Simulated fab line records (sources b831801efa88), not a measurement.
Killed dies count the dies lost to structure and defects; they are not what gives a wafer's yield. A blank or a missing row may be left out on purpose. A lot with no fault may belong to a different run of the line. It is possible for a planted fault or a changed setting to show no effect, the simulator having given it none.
A lot that was struck, set against a sound lot	flow sky130	26 steps out of a route of 708
Sound: the wafers L381.4, L381.5, L381.6. The struck wafers were L401.4, L401.6. Last of all comes the cause.
Order at every step that has rows: each side's tool, ch and its chambers, its first start. Under that, the readings that differ: sound wafers	struck wafers	difference of the means	sigmas: that difference in standard deviations of wafers without a fault.
alike: words and numbers the same on both sides, and readings whose means are apart by under 2 such deviations; not compared: readings that were withheld, readings missing a value for some wafer, numbers with overlapping values and no deviation given by the record, and bounds like >300 which may hide the same value.
The two part at a step that has a row with sigmas, a row that says differs or no value, or rows on one side only. Numbers that don't overlap but have no deviation are shown without sigmas and don't part them. A reading missing from all wafers of one side parts the sides only when that side holds two or more wafers.

first, 8 steps without rows for these wafers: SKY_FIELD_ISO_DEHYDRATE_05 (time 60 s); SKY_FIELD_ISO_HMDS_06 (prime time 60 s); SKY_FIELD_ISO_COAT_07 (resist thk 60 nm); SKY_FIELD_ISO_COAT_08 (resist thk 450 nm); SKY_FIELD_ISO_SOFTBAKE_09 (time 90 s); SKY_FIELD_ISO_EXPOSE_10 (exposes mask FOM, target cd 150 nm); SKY_FIELD_ISO_PEB_11; SKY_FIELD_ISO_DEVELOP_12 (develop time 60 s).
SKY_FIELD_ISO_CD_MEAS_13: target cd 150 nm.
  sound: cdSem-01 at day 2 05:08; struck: cdSem-02 at day 6 13:19
  alike: cdNm
SKY_FIELD_ISO_ETCH_14: etches BARC in N2/H2, stops on SiO2, time 45.9 s, target depth 60 nm.
  sound on rieDiel-02 ch 0,2,3, day 2 05:11; struck on rieDiel-03 ch 2, day 6 13:23
  alike: drypumpMotorCurrentA, h2FlowSccm, oesProductAu, throttleValvePct
  not compared: rfHoursCounterH
SKY_FIELD_ISO_ETCH_15: etches the open film in CHF3/O2, stops on Si, target depth 180 nm, time 72 s.
  sound on rieDiel-02 ch 0,2,3, day 2 05:14; struck on rieDiel-03 ch 2, day 6 13:26
  alike: drypumpMotorCurrentA, oesProductAu, throttleValvePct
  not compared: rfHoursCounterH
SKY_FIELD_ISO_STRIP_16: strips in O2/N2.
  sound on plasmaAsher-01 ch 0,1, day 2 05:19; struck on plasmaAsher-04 ch 0,1, day 6 13:31
  alike: drypumpMotorCurrentA, oesProductAu, stripTimeToEndpointS
  not compared: rfHoursCounterH
SKY_FIELD_ISO_ETCH_17: etches Si in HBr/Cl2/O2, target depth 342 nm, time 97.7 s.
  sound on rieSi-01 ch 0,1,2, day 2 05:23; struck on rieSi-02 ch 1,3, day 6 13:35
reading	sound	struck	difference	sigmas
oesProductAu (a.u.)	1.009 1.010 1.015	0.819 0.824	-0.190	-21
throttleValvePct (%)	25.658 25.657 25.646	25.785 25.773	+0.125	+13
model.etch.depthNm (nm)	343.9 344 352.5	245.8 246.9	-100.4	
model.FIELD_ISO.featureDepthNm (nm)	343.9 344 352.5	245.8 246.9	-100.4	
  alike: drypumpMotorCurrentA, mfcCl2Sccm
  not compared: rfHoursCounterH, model.Si3N4_of_FIELD_ISO_CVD_03.thkNm
then, 5 steps without rows for these wafers: SKY_FIELD_ISO_WET_ETCH_18 (etches Si3N4 in H3PO4, target depth 25 nm, time 286 s); SKY_FIELD_ISO_CLEAN_19 (cleans in SC1/SC2, time 150 s); SKY_FIELD_ISO_CLEAN_20 (cleans in dHF, time 20 s); SKY_FIELD_ISO_WET_ETCH_21 (etches SiO2 in dHF, target depth 20 nm, time 400 s); SKY_FIELD_ISO_OXIDATION_22 (stabilise 600 s, purge 300 s, target thk 10 nm).
SKY_FIELD_ISO_THK_MEAS_23:
  sound: filmMetro-04 at day 2 10:39; struck: filmMetro-04 at day 6 15:08
  alike: FIELD_ISO_OXIDATION_01_THK
then, 1 step without rows for these wafers: SKY_FIELD_ISO_CVD_24 (deposits SiO2, target thk 595 nm, time 99.2 s).
SKY_FIELD_ISO_THK_MEAS_25:
  sound: filmMetro-02 at day 2 10:47; struck: filmMetro-03 at day 6 15:16
  alike: FIELD_ISO_CVD_24_THK
then, 1 step without rows for these wafers: SKY_FIELD_ISO_ANNEAL_26 (time 1800 s).
SKY_FIELD_ISO_CMP_27: polishes, stops on Si3N4, t overpolish 16 s, target thk 457.8 nm.
  sound on cmp-01 ch 1,2,3, day 2 16:23; struck on cmp-02 ch 1,3, day 6 16:53
  alike: motorCurrentA, overpolishRunS, retainingRingPressureFrac, slurryFlowMlMin, timeToEndpointS
SKY_FIELD_ISO_WET_ETCH_28: etches SiO2 in dHF, target depth 23.7 nm, time 47 s.
  sound on wetBench-03 ch 1, day 2 16:35; struck on wetBench-02 ch 1, day 6 17:05
reading	sound	struck	difference	sigmas
model.Si3N4_of_FIELD_ISO_CVD_03.thkNm (nm)	119.1 119.9 119.1	121.3 120.3	+1.4	
then, 1 step without rows for these wafers: SKY_FIELD_ISO_WET_ETCH_29 (etches Si3N4 in H3PO4, target depth 160 nm, time 1825 s).
-- record jumps: 44 days separate the struck wafers' starts on either side; left off in module FIELD_ISO, taken up again in module PAD_OPEN, whose first shown step is the route's number 708 --
SKY_PAD_OPEN_PROBE_99:
  sound: prober-02 at day 46 06:07; struck: prober-01 at day 50 11:27
reading	sound	struck	difference	sigmas
killedDies	106 84 94	80 72	-19	-2
killedOpen	60 40 52	40 34	-14	-2
model.etest.res_p_drift_20v.lineOhmUm	1.097e+04 1.126e+04 1.152e+04	8170 8201	-3064	
model.etest.res_p_drift_20v.rsOhmSq	9130 9292 9634	6855 6800	-2524	
model.etest.pfet_16v.rOnOhmUm	1.532e+04 1.534e+04 1.551e+04	1.297e+04 1.298e+04	-2.415e+03	
model.etest.resIsoPwell.rsOhmSq	2896 2960 3052	1941 1930	-1034	
model.etest.resIsoPwell.lineOhmUm	1094 1115 1156	729.2 726	-394.1	
model.etest.resNwell.lineOhmUm	1068 1076 1071	942 920.5	-140	
model.etest.resNwell.rsOhmSq	904.1 919.9 926.4	754.2 758.9	-160.2	
model.etest.capPolyToWell.cAfUm2	91.7 90.07 91.42	121.2 121.9	+30.5	
  alike: killed_at_M0_to_M3, killed_at_M4_up, killedAtContacts, killedAtFrontEnd, killedAtOther, killedOnRim, killedShort

## WHERE THEY PART
Last at SKY_PAD_OPEN_PROBE_99 as far as this record goes, first at SKY_FIELD_ISO_ETCH_17.

WHY: what the simulator had put in
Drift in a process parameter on rieSi-02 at SKY_FIELD_ISO_ETCH_17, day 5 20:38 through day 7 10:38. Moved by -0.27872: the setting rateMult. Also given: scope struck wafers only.
